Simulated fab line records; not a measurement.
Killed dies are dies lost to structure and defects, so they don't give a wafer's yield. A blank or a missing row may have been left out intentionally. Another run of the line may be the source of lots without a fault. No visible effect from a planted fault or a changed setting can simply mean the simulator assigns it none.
fab line records	flow sky130
record: lots: 11	wafers: 33	lastDay: 49
route steps=708 shown POLY_CUT@316 LI_CONTACT@362
lots with no fault: from the same line, run without faults
startH: the number of hours between the record's first day and the start of the first shown wafer of the lot	waitH: hours from the lot's prior step to this one	" as in the row above	L1.1+2: several wafers, shown together as one row	- value missing, or start not given	* or withheld: withheld	< > ~ a bound
route shown NAME@n: NAME is a module with steps in the file, n the number in the route of the first one	usual: mean/standard deviation taken from wafers without a fault	same: alike in all rows	chamber/n: place in a boat	sites: per-site readings	_std_site: the standard deviation of these	_edge_site: mean of outer sites minus mean of inner sites	radiusMm: for every site, how far away it sits from the centre of the wafer	mask NAME#n: copy n	behind: tool/chamber where the wafer was last shaped	hold: reason for holding the lot/hours on hold/outcome of the hold	device: names the non-switching transistor (n, p or np)	end of line: tests run on the same wafers once the route is complete	where a step has no rows: the recipe by itself	killed: the dies lost at the first sort to structure and to defects; this is not the yield of the wafer	map: the dies of a wafer, with x for killed, . for not killed, _ for no die there
set.NAME: setting as actually run; set.NAME@STEP: the setting as run at that earlier step	model.NAME: the simulator's own value behind a step, which no gauge read
a sample of lots followed through the steps of the route, with each step as a table and each wafer as a row
services: the hour from which a tool's chamber was out of use, counted from the record's first day as startH (under 0 if before that day), plus the number of hours and why
== steps ==
step: SKY_POLY_CUT_OVL_MEAS_09
usual: POLY_CUT_OVL: -9/7.5
lot.wafer	tool	chamber	startH	waitH	POLY_CUT_OVL[nm]
L472.2	overlay-01	-	555.24	0.1	-15
L472.4	"	-	"	"	-13
L472.6	"	-	"	"	-9
L473.1	overlay-02	-	566.93	0.1	-3
L473.2	"	-	"	"	1
L473.5	"	-	"	"	1
L474.3	overlay-02	-	579.52	0.1	-10
L474.4	"	-	"	"	-11
L474.6	"	-	"	"	-8
L479.3	overlay-02	-	624.32	0.1	-2
L479.5	"	-	"	"	-6
L479.6	"	-	"	"	-2
L480.1	overlay-01	-	645.84	0.1	0
L480.4	"	-	"	"	0
L480.5	"	-	"	"	2
L481.1	overlay-01	-	673.05	0.1	-12
L481.4	"	-	"	"	-6
L481.5	"	-	"	"	-7
L485.1	overlay-02	-	677.70	0.1	-15
L485.3	"	-	"	"	-19
L485.4	"	-	"	"	-24
L486.3	overlay-01	-	681.54	0.1	-3
L486.4	"	-	"	"	6
L486.5	"	-	"	"	-10
L488.1	overlay-01	-	698.58	0.1	-13
L488.3	"	-	"	"	-15
L488.4	"	-	"	"	-20
L490.2	overlay-01	-	705.59	0.1	1
L490.3	"	-	"	"	-3
L490.5	"	-	"	"	3
L489.1	overlay-01	-	707.63	0.1	-19
L489.5	"	-	"	"	-16
L489.6	"	-	"	"	-21
step: SKY_POLY_CUT_ETCH_11
recipe: target: Si3N4	chemistry: CF4/CH2F2/Ar	stopOn: poly-Si	sourceW: 600	biasW: 150	pressureMtorr: 40	cf4FlowSccm: 40	ch2f2FlowSccm: 20	Ar_flow_sccm: 150	timeS: 42.5	targetDepthA: 600
usual: drypumpMotorCurrentA: 5.79/0.26	oesProductAu: 0.828/0.0065	throttleValvePct: 14.996/0.0086
lot.wafer	tool	chamber	startH	waitH	drypumpMotorCurrentA	oesProductAu	rfHoursCounterH	throttleValvePct
L472.2	rieDiel-03	0	555.32	0.0	5.90	0.833	5	14.979
L472.4	"	2	"	"	5.64	0.842	6	14.981
L472.6	"	0	"	"	5.90	0.833	-	14.990
L473.1	rieDiel-04	0	567.01	0.0	5.69	0.829	2	14.993
L473.2	"	3	"	"	5.93	0.834	7	15.010
L473.5	"	0	"	"	5.71	0.826	-	14.995
L474.3	rieDiel-01	1	579.58	0.0	5.43	0.823	78	15.001
L474.4	"	0	"	"	6.10	0.833	17	15.011
L474.6	"	3	"	"	6.00	0.830	-	14.991
L479.3	rieDiel-03	0	624.38	0.0	5.90	0.822	7	14.999
L479.5	"	1	"	"	5.39	0.835	-	15.013
L479.6	"	0	"	"	5.88	0.816	-	14.993
L480.1	rieDiel-01	2	645.92	0.0	5.68	0.836	14	15.007
L480.4	"	2	"	"	5.67	0.831	-	14.990
L480.5	"	0	"	"	6.13	0.843	-	14.998
L481.1	rieDiel-03	3	673.13	0.0	6.34	0.830	9	15.025
L481.4	"	0	"	"	5.88	0.825	8	14.982
L481.5	"	2	"	"	5.65	0.826	-	15.006
L485.1	rieDiel-03	3	677.78	0.0	6.38	0.823	9	15.004
L485.3	"	1	"	"	5.41	0.829	6	15.002
L485.4	"	2	"	"	5.69	0.828	9	14.998
L486.3	rieDiel-01	2	681.61	0.0	5.66	0.825	15	14.997
L486.4	"	3	"	"	5.99	0.822	1	14.985
L486.5	"	3	"	"	6.00	0.821	-	14.987
L488.1	rieDiel-04	0	698.66	0.0	5.69	0.817	4	14.987
L488.3	"	3	"	"	6.02	0.819	10	15.006
L488.4	"	1	"	"	5.55	0.817	11	15.001
L490.2	rieDiel-01	1	705.67	0.0	5.42	0.835	3	14.988
L490.3	"	0	"	"	6.15	0.835	21	15.001
L490.5	"	0	"	"	6.14	0.834	-	14.988
L489.1	rieDiel-04	1	707.71	0.0	5.50	0.828	12	14.985
L489.5	"	1	"	"	5.51	0.837	-	15.000
L489.6	"	0	"	"	5.67	0.829	-	14.992
step: SKY_POLY_CUT_STRIP_12
recipe: chemistry: O2/N2	powerW: 1400	pressureMtorr: 1500	platenTempC: withheld	o2FlowSccm: 3000	n2FlowSccm: 300	overashFraction: 0.5
usual: drypumpMotorCurrentA: 5.9/0.36	oesProductAu: 0.452/0.0043	stripTimeToEndpointS: 5.353/0.016
lot.wafer	tool	chamber	startH	waitH	drypumpMotorCurrentA	oesProductAu	rfHoursCounterH	stripTimeToEndpointS
L472.2	plasmaAsher-03	1	555.36	0.0	6.1	0.448	89	5.355
L472.4	"	1	"	"	6.1	0.447	-	5.339
L472.6	"	1	"	"	6.1	0.450	-	5.320
L473.1	plasmaAsher-04	0	567.05	0.0	6.0	0.449	8	5.340
L473.2	"	1	"	"	6.1	0.446	8	5.331
L473.5	"	1	"	"	6.1	0.449	-	5.331
L474.3	plasmaAsher-04	1	579.66	0.1	6.1	0.453	-	5.392
L474.4	"	0	"	"	6.0	0.458	-	5.360
L474.6	"	1	"	"	6.1	0.459	-	5.362
L479.3	plasmaAsher-01	0	624.46	0.1	6.1	0.448	-	5.371
L479.5	"	0	"	"	6.2	0.458	-	5.360
L479.6	"	1	"	"	5.1	0.455	-	5.369
L480.1	plasmaAsher-01	1	645.96	0.0	5.1	0.445	56	5.361
L480.4	"	0	"	"	6.2	0.461	-	5.377
L480.5	"	0	"	"	6.1	0.451	-	5.374
L481.1	plasmaAsher-04	1	673.17	0.0	6.2	0.451	15	5.346
L481.4	"	1	"	"	6.2	0.461	-	5.349
L481.5	"	0	"	"	6.0	0.454	-	5.367
L485.1	plasmaAsher-04	0	677.82	0.0	6.0	0.450	16	5.356
L485.3	"	0	"	"	6.0	0.451	-	5.354
L485.4	"	1	"	"	6.1	0.451	-	5.361
L486.3	plasmaAsher-04	1	681.68	0.1	6.1	0.460	-	5.337
L486.4	"	0	"	"	6.0	0.452	-	5.322
L486.5	"	0	"	"	6.0	0.451	-	5.345
L488.1	plasmaAsher-04	0	698.70	0.0	6.0	0.461	18	5.360
L488.3	"	1	"	"	6.2	0.449	-	5.368
L488.4	"	0	"	"	6.0	0.460	-	5.354
L490.2	plasmaAsher-03	0	705.71	0.0	5.4	0.453	105	5.349
L490.3	"	0	"	"	5.4	0.452	-	5.356
L490.5	"	1	"	"	6.1	0.444	-	5.341
L489.1	plasmaAsher-03	1	707.75	0.0	6.2	0.453	106	5.342
L489.5	"	1	"	"	6.2	0.448	-	5.367
L489.6	"	0	"	"	5.4	0.457	-	5.348
step: SKY_LI_CONTACT_HDPCVD_00
recipe: material: PSG	targetThkNm: 930	sigmaOpenFrac: 0.3	timeS: 155	tempC: 600	sih4FlowSccm: 60	pressureMtorr: 6
usual: runLengthS: 182.3/0.57	sih4FlowSccm: 60.00/0.17
lot.wafer	tool	chamber	startH	waitH	runLengthS	sih4FlowSccm
L472.2	hdpcvd-02	1	644.82	0.0	182.1	59.95
L472.4	"	0	"	"	182.8	60.06
L472.6	"	2	"	"	182.5	60.11
L473.1	hdpcvd-02	0	655.95	0.1	183.2	59.63
L473.2	"	2	"	"	181.9	59.87
L473.5	"	2	"	"	182.1	60.04
L474.3	hdpcvd-01	0	665.97	0.0	181.7	59.85
L474.4	"	0	"	"	181.9	59.81
L474.6	"	2	"	"	182.6	60.29
L479.3	hdpcvd-01	2	710.70	0.0	182.7	59.69
L479.5	"	1	"	"	181.6	60.04
L479.6	"	0	"	"	181.7	60.10
L480.1	hdpcvd-01	2	732.06	0.0	183.2	59.99
L480.4	"	2	"	"	182.5	60.14
L480.5	"	1	"	"	181.5	60.34
L481.1	hdpcvd-01	0	757.78	0.0	181.9	59.93
L481.4	"	1	"	"	181.8	59.93
L481.5	"	2	"	"	182.5	59.77
L485.1	hdpcvd-02	0	761.73	0.0	182.7	60.16
L485.3	"	2	"	"	182.4	60.20
L485.4	"	1	"	"	181.8	59.79
L486.3	hdpcvd-01	1	765.43	0.0	181.6	60.31
L486.4	"	2	"	"	182.6	59.81
L486.5	"	1	"	"	181.7	60.02
L488.1	hdpcvd-01	0	782.11	0.0	181.9	60.05
L488.3	"	1	"	"	181.8	59.73
L488.4	"	1	"	"	181.9	59.95
L490.2	hdpcvd-01	2	789.30	0.0	183.1	60.36
L490.3	"	0	"	"	215.2	59.89
L490.5	"	1	"	"	181.9	59.72
L489.1	hdpcvd-02	2	790.82	0.0	182.2	60.00
L489.5	"	1	"	"	182.1	60.06
L489.6	"	2	"	"	181.9	60.08
step: SKY_LI_CONTACT_THK_MEAS_01
recipe: reads: PSG_of_LI_CONTACT_HDPCVD_00
usual: LI_CONTACT_HDPCVD_THK: 930/11
lot.wafer	tool	chamber	startH	waitH	LI_CONTACT_HDPCVD_THK[nm]
L472.2	filmMetro-04	-	644.94	0.1	938
L472.4	"	-	"	"	938
L472.6	"	-	"	"	918
L473.1	filmMetro-01	-	656.05	0.1	935
L473.2	"	-	"	"	924
L473.5	"	-	"	"	922
L474.3	filmMetro-02	-	666.10	0.1	931
L474.4	"	-	"	"	924
L474.6	"	-	"	"	918
L479.3	filmMetro-02	-	710.82	0.1	921
L479.5	"	-	"	"	927
L479.6	"	-	"	"	917
L480.1	filmMetro-02	-	732.16	0.1	919
L480.4	"	-	"	"	926
L480.5	"	-	"	"	931
L481.1	filmMetro-01	-	757.88	0.1	951
L481.4	"	-	"	"	949
L481.5	"	-	"	"	944
L485.1	filmMetro-01	-	761.83	0.1	941
L485.3	"	-	"	"	944
L485.4	"	-	"	"	947
L486.3	filmMetro-02	-	765.55	0.1	934
L486.4	"	-	"	"	928
L486.5	"	-	"	"	938
L488.1	filmMetro-01	-	782.21	0.1	933
L488.3	"	-	"	"	942
L488.4	"	-	"	"	950
L490.2	filmMetro-04	-	789.41	0.1	923
L490.3	"	-	"	"	1126
L490.5	"	-	"	"	936
L489.1	filmMetro-01	-	790.93	0.1	927
L489.5	"	-	"	"	937
L489.6	"	-	"	"	922
step: SKY_LI_CONTACT_CMP_02
recipe: material: PSG	downForcePsi: 4	platenRpm: 60	padVelocityMS: 0.94248
usual: edgeZonePressureFrac: 1.000/0.005	headPressurePsi: 3.999/0.0081	motorCurrentA: 12.1/0.92	slurryFilterDpKPa: 13.50/0.15	timeToEndpointS: 33.0/2.5
lot.wafer	tool	chamber	startH	waitH	edgeZonePressureFrac	headPressurePsi	motorCurrentA	slurryFilterDpKPa	timeToEndpointS
L472.2	cmp-01	3	645.09	0.1	0.995	3.992	11.6	13.28	33.2
L472.4	"	0	"	"	0.997	3.990	11.7	13.59	35.3
L472.6	"	2	"	"	1.000	3.994	12.0	13.72	28.6
L473.1	cmp-02	3	656.11	0.1	1.002	3.988	13.5	13.72	35.5
L473.2	"	2	"	"	1.006	4.005	11.1	13.67	34.7
L473.5	"	0	"	"	0.998	3.992	14.0	13.54	32.7
L474.3	cmp-02	0	666.19	0.1	1.007	4.003	13.5	13.45	33.3
L474.4	"	1	"	"	1.004	4.000	10.5	13.46	38.2
L474.6	"	0	"	"	1.001	3.997	13.5	13.36	34.6
L479.3	cmp-01	1	710.86	0.0	1.003	4.001	13.0	13.36	35.3
L479.5	"	1	"	"	1.004	3.991	12.2	13.51	34.8
L479.6	"	2	"	"	0.998	4.004	13.0	13.79	29.3
L480.4	cmp-01	0	732.27	0.1	1.000	4.011	11.6	13.51	32.2
L480.1	"	1	"	"	1.002	3.995	12.6	13.47	30.7
L480.5	"	3	"	"	0.996	3.999	11.4	13.32	32.2
L481.4	cmp-01	0	758.33	0.4	1.000	4.009	11.7	13.55	36.6
L481.1	"	1	"	"	1.000	3.999	12.7	13.32	32.4
L481.5	"	0	"	"	1.000	4.004	12.3	13.31	34.3
L485.1	cmp-01	2	761.89	0.1	1.007	3.997	11.9	13.44	30.4
L485.3	"	3	"	"	1.005	3.987	11.4	13.25	33.2
L485.4	"	0	"	"	1.003	3.993	12.4	13.71	37.7
L486.4	cmp-01	3	765.59	0.0	0.991	4.004	11.8	13.44	29.7
L486.3	"	0	"	"	0.995	3.998	11.8	13.42	35.2
L486.5	"	3	"	"	0.998	3.993	11.5	13.53	30.9
L488.1	cmp-01	1	782.27	0.1	1.008	3.996	12.1	13.28	32.2
L488.3	"	2	"	"	0.994	3.994	12.8	13.32	30.1
L488.4	"	3	"	"	0.997	4.013	11.8	13.65	32.0
L490.3	cmp-02	3	789.90	0.5	1.007	3.995	13.2	13.61	54.4
L490.2	"	0	"	"	0.998	3.997	13.6	13.58	29.0
L490.5	"	3	"	"	1.002	4.005	13.2	13.52	38.0
L489.1	cmp-02	0	791.46	0.5	0.998	3.998	13.5	13.76	29.0
L489.5	"	3	"	"	0.994	3.992	13.2	13.53	35.4
L489.6	"	0	"	"	0.995	3.999	13.4	13.57	31.0
== services ==
tool	chamber	startH	hours	kind
hdpcvd-01	1	536.40	4.3	repair
rieDiel-03	3	542.32	1.6	repair
hdpcvd-01	-	553.43	1.4	repair
rieDiel-03	3	566.23	4.0	repair
cmp-02	-	572.00	4.0	pm
plasmaAsher-04	-	582.50	28.1	pm
rieDiel-01	3	589.79	15.5	repair
rieDiel-01	1	606.37	4.0	repair
rieDiel-03	1	606.72	4.7	repair
cmp-01	-	612.87	6.0	pm
hdpcvd-02	-	625.10	5.1	repair
cmp-02	-	625.26	8.2	repair
cmp-02	-	631.19	0.4	repair
cmp-01	-	639.64	4.6	pm
rieDiel-01	3	643.17	10.5	repair
hdpcvd-01	-	650.75	15.0	pm
rieDiel-03	3	652.85	4.7	repair
rieDiel-03	1	663.54	7.1	repair
cmp-01	-	670.00	0.5	repair
hdpcvd-01	-	699.00	2.8	pm
rieDiel-01	0	699.52	3.4	repair
cmp-01	-	744.00	4.0	pm
plasmaAsher-04	-	772.60	4.2	repair
cmp-01	-	787.75	11.1	pm
== key ==
firstSign: step: SKY_LI_CONTACT_HDPCVD_00	reading: runLengthS	direction: up	sigmas: 58	usual: *	struck: *
effect: step: SKY_LI_CONTACT_THK_MEAS_01	reading: LI_CONTACT_HDPCVD_THK	direction: up	sigmas: 18	usual: 930	struck: 1126
effect: step: SKY_LI_CONTACT_CMP_02	reading: timeToEndpointS	direction: up	sigmas: 8.5	usual: *	struck: *
metAt SKY_LI_CONTACT_HDPCVD_00
struckLots L490
struckWafers L490.3
testerLeftOut L490
notActingAt SKY_POLY_CUT_OVL_MEAS_09,SKY_POLY_CUT_ETCH_11,SKY_POLY_CUT_STRIP_12
onsetBetween 782.11 789.30
fault: kind: processParameterDrift	tool: hdpcvd-01	chamber: 0	onsetH: 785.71	steps: SKY_LI_CONTACT_HDPCVD_00	channel: timeS	offset: *	shape: step	endH: 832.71	actsIn: *	stated: *
testerLeftOut: of these lots the tester's yield and bins aren't shown, on N5 and GAA mostly nor the transistor test; their killed dies are dies lost to structure and defects alone, not to doping, threshold or leakage, so they don't give the yield
